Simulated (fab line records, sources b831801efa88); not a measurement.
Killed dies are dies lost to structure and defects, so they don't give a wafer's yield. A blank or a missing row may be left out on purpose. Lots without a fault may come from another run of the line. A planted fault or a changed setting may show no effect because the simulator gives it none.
Which tool did it? | flow sky130 | 12 lots, 36 wafers sampled, at 5 steps of a route of 708

WHAT THE GAUGES READ, wafer by wafer
SKY_VT_ADJUST_LVTN_OVL_MEAS_07.
lot  | measured     | on         | VT_ADJUST_LVTN_OVL (nm)
L339 | day 7 02:52  | overlay-01 | 0.6 -0.1 0.0
L341 | day 7 12:25  | overlay-02 | 0.4 0.3 0.4
L344 | day 8 13:04  | overlay-02 | -0.4 -1.5 -0.3
L345 | day 8 23:47  | overlay-02 | -0.7 -1.5 -1.1
L347 | day 9 07:07  | overlay-01 | 2.7 3.0 2.6
L348 | day 9 16:52  | overlay-01 | 1.9 1.1 1.2
L350 | day 10 06:04 | overlay-01 | 0.4 -0.4 1.3
L354 | day 11 01:07 | overlay-02 | 2.0 0.5 2.2
L355 | day 11 07:58 | overlay-01 | 1.4 -0.9 1.0
L356 | day 11 14:44 | overlay-02 | -4.1 -2.2 -2.0
L360 | day 13 03:07 | overlay-02 | -0.1 2.0 -1.2
L361 | day 13 13:53 | overlay-02 | -2.8 -2.9 -0.2

SKY_VT_ADJUST_LVTN_TW_MEAS_10.
lot  | measured     | on            | VT_ADJUST_LVTN_TW
L339 | day 7 03:10  | film_metro-01 | 239.9 239.9 239.4
L341 | day 7 12:42  | film_metro-01 | 241.7 241.1 240.8
L344 | day 8 13:22  | film_metro-02 | 242.9 241.2 241.6
L345 | day 9 00:05  | film_metro-01 | 240.7 240.5 240.6
L347 | day 9 07:24  | film_metro-02 | 241.5 241.1 240.6
L348 | day 9 17:10  | film_metro-02 | 242.0 241.7 240.5
L350 | day 10 06:21 | film_metro-03 | 243.6 243.0 244.9
L354 | day 11 01:24 | film_metro-02 | 242.2 241.5 240.7
L355 | day 11 08:15 | film_metro-01 | 242.3 242.1 241.2
L356 | day 11 15:02 | film_metro-03 | 245.9 244.3 245.2
L360 | day 13 03:24 | film_metro-03 | 243.2 243.0 243.8
L361 | day 13 14:11 | film_metro-03 | 243.4 242.1 242.9

SKY_SONOS_TUNNEL_TW_MEAS_12.
lot  | measured     | on            | SONOS_TUNNEL_TW
L339 | day 11 12:36 | film_metro-02 | 197.0 197.3 196.8
L341 | day 12 01:11 | film_metro-03 | 198.5 198.7 197.6
L344 | day 13 10:47 | film_metro-03 | 198.4 198.8 199.4
L345 | day 13 23:02 | film_metro-01 | 198.7 198.9 197.7
L347 | day 14 08:59 | film_metro-01 | 199.2 199.6 198.9
L348 | day 14 20:20 | film_metro-02 | 198.8 197.1 197.9
L350 | day 15 13:16 | film_metro-01 | 197.9 198.5 199.1
L354 | day 16 12:05 | film_metro-01 | 30.1 30.2 30.2 30.2 30.1 30.0
L355 | day 16 21:47 | film_metro-03 | 30.0 29.9 29.9 29.8 30.1 29.9
L356 | day 17 05:43 | film_metro-03 | 200.4 201.2 199.1
L360 | day 19 01:50 | film_metro-03 | 199.6 198.2 198.1
L361 | day 19 15:00 | film_metro-02 | 196.4 196.6 197.7

WHICH TOOL RAN EACH LOT (tool, then ch and the chambers of the sampled wafers, then the start)
lot  | SKY_VT_ADJUST_LVTN_STRIP_09          | SKY_VT_ADJUST_PCH_STRIP_09
L339 | plasma_asher-04 ch 0,1, day 7 03:03  | plasma_asher-03 ch 0,1, day 10 12:59
L341 | plasma_asher-04 ch 0,1, day 7 12:36  | plasma_asher-04 ch 0,1, day 11 01:19
L344 | plasma_asher-01 ch 0,1, day 8 13:15  | plasma_asher-03 ch 0,1, day 12 08:36
L345 | plasma_asher-03 ch 0,1, day 8 23:59  | plasma_asher-02 ch 0,1, day 12 20:17
L347 | plasma_asher-04 ch 1, day 9 07:18    | plasma_asher-02 ch 0,1, day 13 05:42
L348 | plasma_asher-04 ch 0,1, day 9 17:04  | plasma_asher-04 ch 0,1, day 13 17:30
L350 | plasma_asher-04 ch 0, day 10 06:15   | plasma_asher-04 ch 0,1, day 14 09:36
L354 | plasma_asher-03 ch 0,1, day 11 01:18 | plasma_asher-04 ch 0,1, day 15 07:05
L355 | plasma_asher-04 ch 0,1, day 11 08:09 | plasma_asher-04 ch 0,1, day 15 17:04
L356 | plasma_asher-04 ch 0,1, day 11 14:56 | plasma_asher-02 ch 0,1, day 16 00:59
L360 | plasma_asher-04 ch 1, day 13 03:18   | plasma_asher-03 ch 0,1, day 17 18:49
L361 | plasma_asher-01 ch 0,1, day 13 14:05 | plasma_asher-02 ch 0,1, day 18 07:17
- SKY_VT_ADJUST_LVTN_STRIP_09: strips in O2/N2.
- SKY_VT_ADJUST_PCH_STRIP_09: strips in O2/N2.

WHAT THE TOOLS THEMSELVES READ (means of the sampled wafers that have a number; where no wafer has one, the mark that the record gives instead)
SKY_VT_ADJUST_LVTN_STRIP_09.
lot  | tool            | chamber_pressure_mTorr (mTorr) | drypump_motor_current_A (A) | o2_flow_sccm (sccm) | oes_product_au (a.u.) | strip_time_to_endpoint_s (s)
L339 | plasma_asher-04 | 1499.9                         | 5.0                         | 2998                | 0.722                 | 37.06
L341 | plasma_asher-04 | 1500.6                         | 5.0                         | 3007                | 0.721                 | 36.91
L344 | plasma_asher-01 | 1498.9                         | 5.0                         | 2989                | 0.721                 | 37.27
L345 | plasma_asher-03 | 1499.4                         | 5.3                         | 3001                | 0.725                 | 37.19
L347 | plasma_asher-04 | 1500.8                         | 5.2                         | 2997                | 0.722                 | 36.93
L348 | plasma_asher-04 | 1499.5                         | 5.1                         | 2985                | 0.722                 | 36.91
L350 | plasma_asher-04 | 1498.5                         | 4.9                         | 3001                | 0.720                 | 37.03
L354 | plasma_asher-03 | 1500.7                         | 5.3                         | 3006                | 0.727                 | 37.12
L355 | plasma_asher-04 | 1501.7                         | 5.0                         | 3004                | 0.723                 | 37.04
L356 | plasma_asher-04 | 1500.6                         | 5.0                         | 3011                | 0.720                 | 37.00
L360 | plasma_asher-04 | 1498.9                         | 5.2                         | 2996                | 0.723                 | 36.99
L361 | plasma_asher-01 | 1498.7                         | 5.1                         | 2996                | 0.718                 | 37.09

SKY_VT_ADJUST_PCH_STRIP_09.
lot  | tool            | chamber_pressure_mTorr (mTorr) | drypump_motor_current_A (A) | o2_flow_sccm (sccm) | oes_product_au (a.u.) | strip_time_to_endpoint_s (s)
L339 | plasma_asher-03 | 1500.3                         | 5.33                        | 3002                | 0.723                 | 37.03
L341 | plasma_asher-04 | 1499.0                         | 5.00                        | 3010                | 0.717                 | 36.74
L344 | plasma_asher-03 | 1500.4                         | 5.32                        | 2991                | 0.722                 | 37.01
L345 | plasma_asher-02 | 1499.4                         | 5.16                        | 3004                | 0.722                 | 36.99
L347 | plasma_asher-02 | 1499.7                         | 5.28                        | 3005                | 0.722                 | 36.87
L348 | plasma_asher-04 | 1500.7                         | 5.10                        | 3011                | 0.721                 | 37.03
L350 | plasma_asher-04 | 1500.1                         | 5.01                        | 3002                | 0.724                 | 37.00
L354 | plasma_asher-04 | -                              | -                           | -                   | -                     | -
L355 | plasma_asher-04 | -                              | -                           | -                   | -                     | -
L356 | plasma_asher-02 | 1499.5                         | 5.19                        | 3000                | 0.722                 | 36.97
L360 | plasma_asher-03 | 1500.4                         | 5.31                        | 2999                | 0.727                 | 36.89
L361 | plasma_asher-02 | 1500.1                         | 5.18                        | 3005                | 0.723                 | 37.03

THE ANSWER, worked out from the rows above alone
Rule: what is usual is taken from the lots themselves. Put in order of their means at a reading, lots are off if they are a third of the lots or fewer, leave a main group of 4 or more, and stand apart from it by a gap of 3 or more times the standard deviation of the main group's means; of several such gaps the widest counts. A main group whose means are all the same, to the digits that the tables above print for the reading, isn't used. A lot without any number at a reading at which 4 lots or more have one is off too. The other lots that the step has rows for count as sound. The gauges are gone through in route order, then the tools' own readings, and for those a lot's mean is taken as printed above. The first step at which some lot is off is used, and at that step the reading that is off furthest; a lot without a number counts as furthest.
Off: L354, L355, at SKY_SONOS_TUNNEL_TW_MEAS_12 (SONOS_TUNNEL_TW). The main group: mean 198.4, standard deviation 0.93.
A tool fits if, at a process step before that reading, it ran every lot that is off, and no sound lot after the first of them. The gauges at SKY_SONOS_TUNNEL_TW_MEAS_12 aren't tried: what is off there is off at SKY_VT_ADJUST_PCH_STRIP_09 too, on other tools, and a gauge's error can't cause that. One fits: plasma_asher-04 at SKY_VT_ADJUST_PCH_STRIP_09. Its last sound lot is L350 (day 14 09:36), its first lot that is off L354 (day 15 07:05): a fault that began between those two fits.
Blank at SKY_VT_ADJUST_PCH_STRIP_09 on the lots that are off, where sound lots have numbers: chamber_pressure_mTorr, drypump_motor_current_A, o2_flow_sccm, oes_product_au, strip_time_to_endpoint_s.

WHAT THE SIMULATOR HAD PUT IN
Skipped step whole: plasma_asher-04, from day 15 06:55 on, at SKY_VT_ADJUST_PCH_STRIP_09. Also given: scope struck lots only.
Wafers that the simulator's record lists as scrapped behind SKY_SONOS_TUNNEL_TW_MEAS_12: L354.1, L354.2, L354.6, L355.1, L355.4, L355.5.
Lots struck among those shown: L354, L355. The rule above found the same.
